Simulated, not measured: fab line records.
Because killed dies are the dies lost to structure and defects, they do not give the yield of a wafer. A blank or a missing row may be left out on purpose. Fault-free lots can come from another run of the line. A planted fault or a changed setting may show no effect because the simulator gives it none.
The tool behind it: which one? -- flow sky130 -- 24 lots with 72 wafers sampled at 6 steps, on a route of 708 steps

WHAT EACH GAUGE READ, for each wafer
SKY_FIELD_ISO_CD_MEAS_13: the cd target is 150 nm. Usual: cdNm at 149.6 nm, with a standard deviation of 1.6.
lot,measured,on,cdNm (nm),flag
L074,day 2 04:07,cdSem-01,150.2 150.9 148.3,
L075,day 2 10:19,cdSem-02,151.5 152.4 150.1,
L076,day 2 15:50,cdSem-01,151.4 152.3 153.2,
L077,day 2 19:27,cdSem-01,148.4 149.8 149.1,
L078,day 3 01:42,cdSem-01,150.2 149.4 148.7,
L079,day 3 05:33,cdSem-02,153.0 152.3 152.2,
L080,day 3 11:09,cdSem-01,150.7 150.0 150.6,
L081,day 3 18:23,cdSem-01,146.3 145.9 147.2,
L082,day 4 01:09,cdSem-01,150.3 149.0 150.6,
L083,day 4 05:55,cdSem-02,149.2 149.8 149.6,
L084,day 4 09:38,cdSem-01,148.0 149.5 150.8,
L085,day 4 14:16,cdSem-02,149.2 148.2 150.0,
L086,day 4 19:12,cdSem-01,148.6 148.2 149.5,
L087,day 4 22:14,cdSem-02,149.3 149.5 148.5,
L088,day 5 04:48,cdSem-02,148.0 148.7 147.9,
L089,day 5 14:55,cdSem-01,148.9 149.7 149.8,
L090,day 5 17:46,cdSem-01,150.6 150.8 151.4,
L091,day 5 23:52,cdSem-01,149.2 148.4 148.6,
L092,day 6 03:46,cdSem-01,150.9 151.9 150.7,
L093,day 6 08:32,cdSem-02,151.4 151.1 149.6,
L094,day 6 13:12,cdSem-02,148.0 147.2 147.3,
L095,day 6 16:44,cdSem-02,148.2 147.8 147.7,
L096,day 6 22:37,cdSem-02,147.3 149.4 148.3,
L097,day 7 02:34,cdSem-02,148.7 148.2 148.1,

SKY_SONOS_ONO_THK_MEAS_03. Usual: SONOS_ONO_CVD_02_THK gives 10.53 nm (standard deviation 0.13).
lot,measured,on,SONOS_ONO_CVD_02_THK (nm),flag
L074,day 11 04:32,filmMetro-01,10.34 10.37 10.48,
L075,day 11 11:18,filmMetro-04,10.40 10.42 10.53,
L076,day 11 19:52,filmMetro-01,10.60 10.55 10.47,
L077,day 12 18:15,filmMetro-02,10.56 10.58 10.70,
L078,day 13 01:44,filmMetro-04,10.34 10.55 10.50,
L079,day 13 01:44,filmMetro-02,10.70 10.51 10.69,
L080,day 13 13:21,filmMetro-01,10.68 10.49 10.53,
L081,day 14 01:56,filmMetro-02,10.61 10.51 10.53,
L082,day 14 01:56,filmMetro-01,10.40 10.30 10.37,
L083,day 14 10:56,filmMetro-01,10.37 10.45 10.41,
L084,day 15 02:04,filmMetro-01,10.74 10.65 10.46,
L085,day 15 04:54,filmMetro-04,10.46 10.38 10.47,
L086,day 15 04:53,filmMetro-02,10.45 10.42 10.45,
L087,day 15 17:47,filmMetro-04,10.56 10.62 10.48,
L088,day 15 20:38,filmMetro-02,10.26 10.35 10.35,
L089,day 16 12:08,filmMetro-04,10.83 10.63 10.81,
L090,day 16 21:40,filmMetro-02,10.52 10.51 10.49,
L091,day 16 22:43,filmMetro-02,10.34 10.53 10.45,
L092,day 18 10:26,filmMetro-01,10.63 10.80 10.56,
L093,day 18 06:51,filmMetro-04,10.62 10.66 10.63,
L094,day 18 13:16,filmMetro-04,10.53 10.57 10.38,
L095,day 18 14:19,filmMetro-04,10.73 10.66 10.62,
L096,day 19 02:56,filmMetro-02,10.55 10.56 10.59,
L097,day 19 15:35,filmMetro-04,10.68 10.57 10.59,

SKY_POLY_GATE_THK_MEAS_21. Usual: POLY_GATE_OXIDATION_THK gives 4.05 nm (standard deviation 0.069).
lot,measured,on,POLY_GATE_OXIDATION_THK (nm),flag
L074,day 15 23:22,filmMetro-01,4.04 4.04 4.08,
L075,day 16 06:05,filmMetro-03,4.11 4.08 4.06,
L076,day 17 00:00,filmMetro-02,4.01 3.95 3.98,
L077,day 17 18:53,filmMetro-02,4.11 4.07 4.04,
L078,day 18 00:50,filmMetro-03,4.17 4.14 4.09,
L079,day 18 04:59,filmMetro-02,4.04 3.99 4.09,
L080,day 18 21:41,filmMetro-02,3.99 4.05 4.10,
L081,day 19 07:14,filmMetro-03,3.98 4.04 4.02,
L082,day 19 09:53,filmMetro-02,4.05 3.99 4.02,
L083,day 19 18:19,filmMetro-03,4.12 4.05 4.09,
L084,day 20 10:26,filmMetro-02,4.10 4.14 4.11,
L085,day 20 16:05,filmMetro-02,4.05 4.02 4.07,
L086,day 20 16:08,filmMetro-02,4.03 4.06 4.11,
L087,day 21 05:23,filmMetro-02,4.00 4.05 3.98,
L088,day 21 06:43,filmMetro-03,4.01 4.03 4.07,
L089,day 21 23:12,filmMetro-03,3.99 3.92 4.00,
L090,day 22 10:20,filmMetro-01,4.10 4.12 4.07,
L091,day 22 12:52,filmMetro-01,3.93 3.93 3.92,
L092,day 24 02:14,filmMetro-01,3.93 4.02 4.04,
L093,day 23 20:16,filmMetro-02,3.94 4.06 3.96,
L094,day 24 02:35,filmMetro-02,4.13 4.15 4.16,
L095,day 24 03:56,filmMetro-03,4.12 4.07 4.08,
L096,day 24 17:10,filmMetro-02,4.07 4.05 4.13,
L097,day 25 07:13,filmMetro-01,3.98 3.92 3.97,

EACH LOT AND THE TOOL THAT RAN IT (in order: tool; ch and the chambers of the sampled wafers; start)
lot,SKY_FIELD_ISO_ETCH_15,SKY_GATE_OXIDE_STRIP_13,SKY_POLY_GATE_STRIP_18
L074,"rieDiel-04 ch 1,2,3, day 2 04:16","plasmaAsher-04 ch 0,1, day 13 09:51","plasmaAsher-02 ch 0, day 15 20:53"
L075,"rieDiel-03 ch 1,2, day 2 10:28","plasmaAsher-04 ch 0,1, day 13 16:41","plasmaAsher-03 ch 0,1, day 16 04:41"
L076,"rieDiel-02 ch 0,1,3, day 2 16:00","plasmaAsher-03 ch 0,1, day 14 04:28","plasmaAsher-02 ch 1, day 16 21:47"
L077,"rieDiel-03 ch 0,1,2, day 2 19:36","plasmaAsher-03 ch 0,1, day 15 00:28","plasmaAsher-02 ch 0, day 17 16:38"
L078,"rieDiel-02 ch 2,3, day 3 01:52","plasmaAsher-01 ch 0,1, day 15 08:47","plasmaAsher-03 ch 0,1, day 17 23:26"
L079,"rieDiel-04 ch 0,2,3, day 3 05:43","plasmaAsher-03 ch 0,1, day 15 09:14","plasmaAsher-04 ch 0,1, day 18 02:47"
L080,"rieDiel-03 ch 0,2,3, day 3 11:19","plasmaAsher-03 ch 0,1, day 15 23:50","plasmaAsher-04 ch 0,1, day 18 20:17"
L081,"rieDiel-02 ch 0,2,3, day 3 18:33","plasmaAsher-03 ch 0,1, day 16 12:32","plasmaAsher-04 ch 0,1, day 19 05:50"
L082,"rieDiel-03 ch 0,2,3, day 4 01:19","plasmaAsher-01 ch 0,1, day 16 12:50","plasmaAsher-03 ch 0,1, day 19 07:50"
L083,"rieDiel-02 ch 1,2, day 4 06:03","plasmaAsher-03 ch 0,1, day 16 21:30","plasmaAsher-04 ch 0,1, day 19 16:02"
L084,"rieDiel-03 ch 0,2,3, day 4 09:48","plasmaAsher-01 ch 0,1, day 17 14:47","plasmaAsher-04 ch 0,1, day 20 09:02"
L085,"rieDiel-02 ch 0,2,3, day 4 14:25","plasmaAsher-04 ch 0,1, day 17 17:41","plasmaAsher-04 ch 0,1, day 20 14:08"
L086,"rieDiel-04 ch 1,3, day 4 19:22","plasmaAsher-01 ch 0,1, day 17 17:26","plasmaAsher-02 ch 0,1, day 20 14:20"
L087,"rieDiel-04 ch 1,2, day 4 22:24","plasmaAsher-01 ch 0,1, day 18 07:14","plasmaAsher-03 ch 0,1, day 21 03:59"
L088,"rieDiel-04 ch 1,2, day 5 04:57","plasmaAsher-01 ch 0,1, day 18 08:53","plasmaAsher-04 ch 0,1, day 21 05:18"
L089,"rieDiel-02 ch 0,2,3, day 5 15:04","plasmaAsher-04 ch 0,1, day 19 02:44","plasmaAsher-04 ch 0,1, day 21 21:47"
L090,"rieDiel-03 ch 0,2,3, day 5 17:54","plasmaAsher-04 ch 0,1, day 19 13:16","plasmaAsher-02 ch 0,1, day 22 08:01"
L091,"rieDiel-03 ch 0,1,3, day 6 00:00","plasmaAsher-03 ch 0,1, day 19 16:13","plasmaAsher-03 ch 0,1, day 22 11:28"
L092,"rieDiel-04 ch 1,3, day 6 03:55","plasmaAsher-04 ch 0,1, day 21 04:48","plasmaAsher-02 ch 0,1, day 24 00:50"
L093,"rieDiel-03 ch 0,1,3, day 6 08:40","plasmaAsher-04 ch 0,1, day 21 00:13","plasmaAsher-03 ch 0,1, day 23 18:52"
L094,"rieDiel-03 ch 0,1,2, day 6 13:22","plasmaAsher-03 ch 0,1, day 21 06:32","plasmaAsher-04 ch 0,1, day 24 01:11"
L095,"rieDiel-02 ch 0,1,2, day 6 16:54","plasmaAsher-01 ch 0,1, day 21 08:14","plasmaAsher-03 ch 1, day 24 02:32"
L096,"rieDiel-04 ch 0,2,3, day 6 22:45","plasmaAsher-03 ch 0, day 21 20:07","plasmaAsher-03 ch 0, day 24 14:53"
L097,"rieDiel-03 ch 0,1,2, day 7 02:40","plasmaAsher-03 ch 0,1, day 22 07:48","plasmaAsher-03 ch 0,1, day 25 05:49"
- SKY_FIELD_ISO_ETCH_15: etches the open film in CHF3/O2, stops on Si, target depth 180 nm, time 72 s.
- SKY_GATE_OXIDE_STRIP_13: strips in O2/N2.
- SKY_POLY_GATE_STRIP_18: strips in O2/N2.

AS READ BY THE TOOLS THEMSELVES (means over the sampled wafers that have a number; for cases with no such wafer, the mark the record gives instead)
SKY_FIELD_ISO_ETCH_15. Usual: drypumpMotorCurrentA 5.9 A, standard deviation 0.44; oesProductAu 0.941 a.u., standard deviation 0.007; throttleValvePct 8.845 %, standard deviation 0.008.
lot,tool,drypumpMotorCurrentA (A),oesProductAu (a.u.),throttleValvePct (%),flag
L074,rieDiel-04,5.9,0.931,8.840,
L075,rieDiel-03,5.7,0.941,8.835,
L076,rieDiel-02,5.9,0.946,8.844,
L077,rieDiel-03,6.0,0.935,8.842,
L078,rieDiel-02,5.6,0.940,8.843,
L079,rieDiel-04,6.0,0.950,8.838,
L080,rieDiel-03,6.2,0.937,8.842,
L081,rieDiel-02,5.5,0.939,8.841,
L082,rieDiel-03,6.2,0.954,8.847,
L083,rieDiel-02,5.7,0.941,8.841,
L084,rieDiel-03,6.2,0.949,8.848,
L085,rieDiel-02,5.5,0.941,8.843,
L086,rieDiel-04,5.6,0.952,8.848,
L087,rieDiel-04,5.7,0.944,8.841,
L088,rieDiel-04,5.7,0.937,8.851,
L089,rieDiel-02,5.5,0.937,8.845,
L090,rieDiel-03,6.2,0.937,8.848,
L091,rieDiel-03,5.9,0.934,8.838,
L092,rieDiel-04,5.8,0.935,8.856,
L093,rieDiel-03,5.9,0.936,8.849,
L094,rieDiel-03,6.0,0.954,8.842,
L095,rieDiel-02,5.6,0.935,8.836,
L096,rieDiel-04,6.0,0.941,8.857,
L097,rieDiel-03,6.0,0.941,8.847,

SKY_GATE_OXIDE_STRIP_13. Usual: drypumpMotorCurrentA 5.8 A, standard deviation 0.45; oesProductAu 0.716 a.u., standard deviation 0.0046; stripTimeToEndpointS 14.18 s, standard deviation 0.041.
lot,tool,drypumpMotorCurrentA (A),oesProductAu (a.u.),stripTimeToEndpointS (s),flag
L074,plasmaAsher-04,6.0,0.716,14.16,
L075,plasmaAsher-04,6.1,0.716,14.14,
L076,plasmaAsher-03,5.7,0.712,14.17,
L077,plasmaAsher-03,5.7,0.721,14.16,
L078,plasmaAsher-01,6.0,0.717,14.11,
L079,plasmaAsher-03,5.7,0.718,14.13,
L080,plasmaAsher-03,5.7,0.713,14.18,
L081,plasmaAsher-03,5.7,0.714,14.17,
L082,plasmaAsher-01,5.8,0.716,14.16,
L083,plasmaAsher-03,5.4,0.713,14.22,
L084,plasmaAsher-01,5.8,0.713,14.23,
L085,plasmaAsher-04,6.0,0.713,14.16,
L086,plasmaAsher-01,6.0,0.717,14.20,
L087,plasmaAsher-01,5.9,0.717,14.18,
L088,plasmaAsher-01,6.0,0.713,14.23,
L089,plasmaAsher-04,6.1,0.713,14.20,
L090,plasmaAsher-04,6.0,0.717,14.19,
L091,plasmaAsher-03,5.7,0.715,14.19,
L092,plasmaAsher-04,6.0,0.714,14.20,
L093,plasmaAsher-04,6.1,0.716,14.13,
L094,plasmaAsher-03,5.3,0.718,14.18,
L095,plasmaAsher-01,6.0,0.714,14.24,
L096,plasmaAsher-03,5.0,0.712,14.18,
L097,plasmaAsher-03,5.4,0.721,14.21,

SKY_POLY_GATE_STRIP_18. Usual: drypumpMotorCurrentA 5.8 A, standard deviation 0.44; oesProductAu 0.360 a.u., standard deviation 0.005; stripTimeToEndpointS 3.17 s, standard deviation 0.034.
lot,tool,drypumpMotorCurrentA (A),oesProductAu (a.u.),stripTimeToEndpointS (s),flag
L074,plasmaAsher-02,6.1,0.361,3.18,
L075,plasmaAsher-03,5.7,0.362,3.17,
L076,plasmaAsher-02,5.7,0.360,3.19,
L077,plasmaAsher-02,6.1,0.362,3.18,
L078,plasmaAsher-03,5.7,0.365,3.20,
L079,plasmaAsher-04,6.0,0.364,3.18,
L080,plasmaAsher-04,5.9,0.361,3.19,
L081,plasmaAsher-04,6.1,0.362,3.21,
L082,plasmaAsher-03,5.3,0.359,3.15,
L083,plasmaAsher-04,6.0,0.360,3.15,
L084,plasmaAsher-04,6.0,0.359,3.17,
L085,plasmaAsher-04,5.9,0.355,3.16,
L086,plasmaAsher-02,5.8,0.359,3.16,
L087,plasmaAsher-03,5.3,0.354,3.12,
L088,plasmaAsher-04,6.1,0.364,3.20,
L089,plasmaAsher-04,6.1,0.359,3.11,
L090,plasmaAsher-02,6.0,0.367,3.20,
L091,plasmaAsher-03,5.7,0.359,3.17,
L092,plasmaAsher-02,5.8,0.356,3.17,
L093,plasmaAsher-03,5.7,0.363,3.20,
L094,plasmaAsher-04,6.0,0.362,3.16,
L095,plasmaAsher-03,6.1,0.357,3.12,
L096,plasmaAsher-03,5.0,0.357,3.11,
L097,plasmaAsher-03,5.7,0.360,3.11,

THE ANSWER, worked out from the rows above alone
Rule: a lot is off if the mean of its wafers that have a number lies more than 3 standard deviations from the usual mean. Also off: a lot with no number at a reading for which 4 or more lots have one. Any other lot the step has rows for is counted as sound. The gauges are gone through in route order, then the tools' own readings, and for those a lot's mean is taken as printed above. The first step at which some lot is off is used, and at that step the reading that is off furthest; a lot without a number counts as furthest.
No lot is off on any of the readings shown, so nothing can be concluded from this.

WHAT THE SIMULATOR HAD PUT IN
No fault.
